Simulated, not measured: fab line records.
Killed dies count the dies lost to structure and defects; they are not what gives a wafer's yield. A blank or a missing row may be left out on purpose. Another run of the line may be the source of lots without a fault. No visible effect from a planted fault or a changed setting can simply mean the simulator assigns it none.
What tool caused it? -- flow gf180mcu -- 15 lots, 42 wafers sampled, at 5 steps of a route of 602

WHAT THE GAUGES SHOWED, per wafer
GF_VT_IMPLANT_OVL_MEAS_40.
lot,measured,on,VT_IMPLANT_03_OVL (nm)
L351,day 8 03:49,overlay-01,-2.1 -1.6 -2.1
L352,day 8 10:01,overlay-02,1.2 1.6 0.7
L353,day 8 14:47,overlay-01,-0.2 0.7 1.6
L354,day 8 21:56,overlay-01,-1.4 -2.1 -1.4
L355,day 9 05:10,overlay-01,-0.2 1.7 1.4
L357,day 9 21:37,overlay-01,2.8 1.0
L358,day 10 04:37,overlay-01,-2.0 -1.4
L360,day 10 19:22,overlay-02,-1.7 0.6
L363,day 11 12:31,overlay-02,2.0 1.0 1.1
L364,day 11 20:40,overlay-01,1.8 1.6 0.4
L366,day 12 08:23,overlay-01,0.6 0.9 1.5
L368,day 12 22:07,overlay-01,3.4 2.6 2.5
L370,day 13 08:13,overlay-01,0.4 0.4 1.8
L371,day 13 17:19,overlay-01,3.6 1.8 1.9
L372,day 14 02:32,overlay-02,-0.3 0.4 0.0

GF_POLY_GATE_THK_MEAS_01.
lot,measured,on,POLY_GATE_CVD_00_THK (nm)
L351,day 9 01:50,film_metro-02,202.6 199.7 200.6
L352,day 9 09:23,film_metro-04,202.5 204.5 204.4
L353,day 9 13:56,film_metro-01,201.7 200.1 199.6
L354,day 9 22:28,film_metro-01,200.7 201.0 203.6
L355,day 10 05:01,film_metro-02,201.2 200.6 199.1
L357,day 10 20:56,film_metro-04,199.0 199.5
L358,day 11 07:03,film_metro-01,201.4 201.5
L360,day 11 20:02,film_metro-01,196.8 199.1
L363,day 12 15:22,film_metro-01,200.6 201.0 199.6
L364,day 12 21:16,film_metro-04,201.7 201.5 201.6
L366,day 13 09:49,film_metro-01,198.1 197.7 195.5
L368,day 13 23:52,film_metro-01,196.9 199.5 198.0
L370,day 14 10:53,film_metro-01,199.0 198.0 198.8
L371,day 14 20:24,film_metro-01,199.9 199.4 200.8
L372,day 15 06:28,film_metro-01,197.1 195.3 196.5

GF_HV_LDD_CD_MEAS_07: the cd target is 400 nm.
lot,measured,on,cd_nm (nm)
L351,day 10 14:24,cd_sem-02,401.7 402.5 400.9
L352,day 10 22:28,cd_sem-01,399.1 398.2 401.5
L353,day 11 05:05,cd_sem-02,398.4 397.1 397.4
L354,day 11 13:17,cd_sem-02,400.7 401.4 399.5
L355,day 11 18:13,cd_sem-01,402.2 401.6 403.4
L357,day 12 12:54,cd_sem-01,414.7 400.0
L358,day 12 22:46,cd_sem-02,414.5 401.4
L360,day 13 12:27,cd_sem-01,413.0 411.5
L363,day 14 09:34,cd_sem-01,402.0 401.8 401.6
L364,day 14 15:13,cd_sem-01,406.9 404.9 401.8
L366,day 15 04:58,cd_sem-01,400.7 399.7 399.3
L368,day 15 20:07,cd_sem-01,399.4 398.8 401.4
L370,day 16 08:35,cd_sem-01,396.0 397.7 397.4
L371,day 16 17:23,cd_sem-02,402.8 401.2 402.7
L372,day 17 04:20,cd_sem-02,400.5 401.1 401.6

GF_HV_LDD_TW_MEAS_23.
lot,measured,on,HV_LDD_2_TW
L351,day 11 08:54,film_metro-04,1058 1052 1050
L352,day 11 17:21,film_metro-04,1050 1051 1046
L353,day 12 00:11,film_metro-03,1067 1059 1065
L354,day 12 08:19,film_metro-03,1065 1069 1062
L355,day 12 14:17,film_metro-01,1057 1057 1057
L357,day 13 09:11,film_metro-04,1050 1050
L358,day 13 18:45,film_metro-01,1053 1051
L360,day 14 09:44,film_metro-04,1052 1052
L363,day 15 07:17,film_metro-04,1049 1050 1046
L364,day 15 13:19,film_metro-04,1047 1054 1052
L366,day 16 03:33,film_metro-04,1044 1047 1049
L368,day 16 19:08,film_metro-03,1063 1068 1062
L370,day 17 08:20,film_metro-04,1051 1056 1057
L371,day 17 17:10,film_metro-04,1059 1062 1061
L372,day 18 04:14,film_metro-03,1054 1059 1066

WHICH TOOL RAN EACH LOT (tool, then ch and the chambers of the sampled wafers, then the start)
lot,GF_HV_LDD_DEVELOP_06
L351,"litho_track-01 ch 0, day 10 14:15"
L352,"litho_track-02 ch 0, day 10 22:19"
L353,"litho_track-02 ch 0, day 11 04:57"
L354,"litho_track-01 ch 0, day 11 13:08"
L355,"litho_track-03 ch 0, day 11 18:04"
L357,"litho_track-01 ch 0, day 12 12:45"
L358,"litho_track-01 ch 0, day 12 22:38"
L360,"litho_track-01 ch 0, day 13 12:18"
L363,"litho_track-03 ch 0, day 14 09:25"
L364,"litho_track-03 ch 0, day 14 15:04"
L366,"litho_track-02 ch 0, day 15 04:49"
L368,"litho_track-03 ch 0, day 15 19:58"
L370,"litho_track-01 ch 0, day 16 08:26"
L371,"litho_track-03 ch 0, day 16 17:14"
L372,"litho_track-01 ch 0, day 17 04:11"
- GF_HV_LDD_DEVELOP_06: develop time 60 s.

AS READ BY THE TOOLS THEMSELVES (means over the sampled wafers that have a number; for cases with no such wafer, the mark the record gives instead)
GF_HV_LDD_DEVELOP_06.
lot,tool,exhaust_pa (Pa)
L351,litho_track-01,44.0
L352,litho_track-02,45.2
L353,litho_track-02,45.4
L354,litho_track-01,45.2
L355,litho_track-03,45.5
L357,litho_track-01,45.9
L358,litho_track-01,45.7
L360,litho_track-01,44.5
L363,litho_track-03,44.6
L364,litho_track-03,45.8
L366,litho_track-02,45.8
L368,litho_track-03,45.1
L370,litho_track-01,44.0
L371,litho_track-03,44.5
L372,litho_track-01,44.4

THE ANSWER, worked out from the rows above alone
Rule: usual is defined by the lots themselves. The widest of any qualifying gaps counts: lots, ordered by their means at a reading, are off when they make up no more than a third of the lots, leave a main group of 4 or more, and stand apart from it by 3 or more times the standard deviation of that group's means. If all means in a main group match to the digits the tables above print for the reading, that group is not used. A lot without any number at a reading at which 4 lots or more have one is off too. The other lots that the step has rows for count as sound. The gauges are gone through in route order, then the tools' own readings, and for those a lot's mean is taken as printed above. At the first step where some lot is off, the reading lying furthest off is the one used; lots without a number count as furthest.
Nothing can be told from this: no lot is off at any reading shown.

WHAT THE SIMULATOR PUT IN
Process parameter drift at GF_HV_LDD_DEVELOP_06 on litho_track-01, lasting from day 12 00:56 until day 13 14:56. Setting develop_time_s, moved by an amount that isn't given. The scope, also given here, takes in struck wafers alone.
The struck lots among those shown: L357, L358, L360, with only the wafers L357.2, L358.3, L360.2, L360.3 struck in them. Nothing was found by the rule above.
